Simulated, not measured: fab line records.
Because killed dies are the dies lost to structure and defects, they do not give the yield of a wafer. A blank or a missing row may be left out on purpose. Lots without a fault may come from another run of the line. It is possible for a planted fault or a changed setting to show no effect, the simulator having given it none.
What tool caused it?	flow sky130	39 wafers from 13 lots sampled at 6 of the route's 708 steps

WHAT THE GAUGES READ, wafer by wafer
SKY_VT_ADJUST_HVTR_TW_MEAS_11.
lot	measured	on	VT_ADJUST_HVTR_TW
L416	day 9 19:39	film_metro-04	207.7 209.2 208.6
L419	day 11 04:11	film_metro-04	209.2 207.7 207.8
L420	day 11 10:20	film_metro-04	207.8 208.2 208.0
L421	day 11 20:56	film_metro-02	208.5 210.1 209.4
L422	day 12 02:03	film_metro-03	215.0 213.7 214.8
L424	day 12 13:46	film_metro-04	209.3 208.4 209.0
L431	day 14 13:29	film_metro-03	215.0 214.9 215.2
L432	day 14 18:08	film_metro-04	208.6 208.6 208.1
L433	day 15 05:39	film_metro-04	208.7 207.9 208.7
L434	day 15 18:38	film_metro-04	208.5 208.3 210.2
L435	day 15 20:09	film_metro-03	213.1 214.5 214.0
L436	day 15 22:15	film_metro-02	211.4 211.3 211.5
L437	day 16 12:21	film_metro-02	210.4 209.8 209.4

SKY_SONOS_ONO_CD_MEAS_13 targets a cd of 410 nm.
lot	measured	on	cd_nm (nm)
L416	day 12 23:34	cd_sem-02	407.2 409.0 409.1
L419	day 14 11:26	cd_sem-01	409.2 409.8 409.9
L420	day 14 15:14	cd_sem-01	409.3 407.2 407.4
L421	day 15 22:26	cd_sem-02	411.3 410.9 410.7
L422	day 15 22:12	cd_sem-01	410.3 408.5 408.9
L424	day 16 01:40	cd_sem-01	410.5 410.2 412.3
L431	day 18 09:26	cd_sem-02	412.7 411.2 411.4
L432	day 18 13:51	cd_sem-01	408.1 407.0 408.4
L433	day 19 02:09	cd_sem-01	408.9 407.0 409.4
L434	day 19 15:35	cd_sem-02	406.3 407.5 406.0
L435	day 19 18:57	cd_sem-02	406.5 411.5 411.6
L436	day 20 00:28	cd_sem-01	414.1 412.9 413.9
L437	day 20 11:57	cd_sem-02	407.8 411.1 409.0

SKY_LDD_N_OVL_MEAS_07.
lot	measured	on	LDD_N_OVL (nm)
L416	day 17 23:38	overlay-02	1.7 0.5 0.0
L419	day 19 21:32	overlay-01	0.9 0.8 0.8
L420	day 19 23:59	overlay-02	0.2 0.2 3.6
L421	day 21 11:08	overlay-01	-1.1 1.3 -0.5
L422	day 21 09:56	overlay-01	0.0 -0.2 -0.7
L424	day 21 16:24	overlay-02	-0.5 -0.6 -0.6
L431	day 23 21:35	overlay-01	-3.2 -3.8 -1.2
L432	day 24 01:59	overlay-02	1.3 0.2 0.3
L433	day 24 15:05	overlay-02	-0.7 1.3 2.5
L434	day 25 00:29	overlay-02	-0.2 -0.6 0.9
L435	day 25 02:44	overlay-01	-1.4 -0.2 -1.0
L436	day 25 09:29	overlay-02	1.0 1.5 1.2
L437	day 25 22:47	overlay-01	2.5 1.0 3.2

SKY_LDD_HVN_OVL_MEAS_07.
lot	measured	on	LDD_HVN_OVL (nm)
L416	day 20 13:11	overlay-02	1.1 2.8 1.5
L419	day 22 10:50	overlay-01	2.3 2.1 1.1
L420	day 22 14:47	overlay-02	1.0 1.2 0.9
L421	day 24 05:17	overlay-02	- - -
L422	day 23 22:26	overlay-01	-0.3 -2.6 1.0
L424	day 24 05:50	overlay-02	-0.4 -1.3 2.9
L431	day 26 09:29	overlay-01	1.6 2.9 0.8
L432	day 26 13:17	overlay-01	-0.6 -2.0 0.1
L433	day 27 03:14	overlay-01	4.1 1.8 2.7
L434	day 27 11:47	overlay-01	2.7 2.1 0.5
L435	day 27 13:53	overlay-01	0.7 1.2 2.4
L436	day 27 19:44	overlay-02	2.3 0.5 2.1
L437	day 28 09:08	overlay-01	-0.2 -0.8 -0.4

SKY_LDD_HVN_TW_MEAS_10.
lot	measured	on	LDD_HVN_TW
L416	day 20 13:29	film_metro-04	1420 1419 1420
L419	day 22 11:07	film_metro-04	1426 1424 1420
L420	day 22 15:04	film_metro-02	1432 1423 1432
L421	day 24 05:34	film_metro-02	30 30 30
L422	day 23 22:44	film_metro-02	1441 1439 1442
L424	day 24 06:08	film_metro-04	1406 1411 1413
L431	day 26 09:47	film_metro-02	1422 1437 1433
L432	day 26 13:34	film_metro-04	1430 1430 1427
L433	day 27 03:32	film_metro-02	1440 1439 1435
L434	day 27 12:04	film_metro-01	1440 1440 1432
L435	day 27 14:11	film_metro-04	1424 1429 1430
L436	day 27 20:02	film_metro-01	1432 1440 1439
L437	day 28 09:26	film_metro-01	1428 1433 1430

WHICH TOOL RAN EACH LOT (tool, then ch and the chambers of the sampled wafers, then the start)
lot	SKY_LDD_HVN_EXPOSE_04
L416	iline_stepper-02 ch 0, day 19 22:45
L419	iline_stepper-01 ch 0, day 21 19:59
L420	iline_stepper-02 ch 0, day 21 23:40
L421	iline_stepper-02 ch 0, day 23 14:13
L422	iline_stepper-01 ch 0, day 23 07:47
L424	iline_stepper-02 ch 0, day 23 14:51
L431	iline_stepper-02 ch 0, day 25 19:34
L432	iline_stepper-01 ch 0, day 25 23:31
L433	iline_stepper-02 ch 0, day 26 12:50
L434	iline_stepper-02 ch 0, day 26 21:17
L435	iline_stepper-02 ch 0, day 26 23:52
L436	iline_stepper-01 ch 0, day 27 06:08
L437	iline_stepper-02 ch 0, day 27 19:32
- SKY_LDD_HVN_EXPOSE_04: exposes mask HVNTM, target cd 700 nm.

AS READ BY THE TOOLS THEMSELVES (means over the sampled wafers that have a number; for cases with no such wafer, the mark the record gives instead)
The record holds no such reading with a usual standard deviation.

THE ANSWER, worked out from the rows above alone
Rule: the usual values come from the lots themselves. The widest of any qualifying gaps counts: lots, ordered by their means at a reading, are off when they make up no more than a third of the lots, leave a main group of 4 or more, and stand apart from it by 3 or more times the standard deviation of that group's means. If all means in a main group match to the digits the tables above print for the reading, that group is not used. Also off: a lot with no number at a reading for which 4 or more lots have one. All remaining lots with rows at the step are treated as sound. After the gauges, taken in route order, come the tools' own readings; for these a lot's mean is taken, as printed above. The first step at which some lot is off is used, and at that step the reading that is off furthest; a lot without a number counts as furthest.
Off: L421, seen at SKY_LDD_HVN_OVL_MEAS_07 (LDD_HVN_OVL). Without a number there: L421. The main group has a mean of 1.1 nm with a standard deviation of 1.1.
A tool fits if, at a process step before that reading, it ran every lot that is off, and no sound lot after the first of them. Not tried: the gauges at SKY_LDD_HVN_OVL_MEAS_07; whatever is off there is also off at SKY_LDD_HVN_TW_MEAS_10, on other tools, and gauge error can't account for it. No candidate that was tried fits.

WHAT HAD BEEN PUT IN BY THE SIMULATOR
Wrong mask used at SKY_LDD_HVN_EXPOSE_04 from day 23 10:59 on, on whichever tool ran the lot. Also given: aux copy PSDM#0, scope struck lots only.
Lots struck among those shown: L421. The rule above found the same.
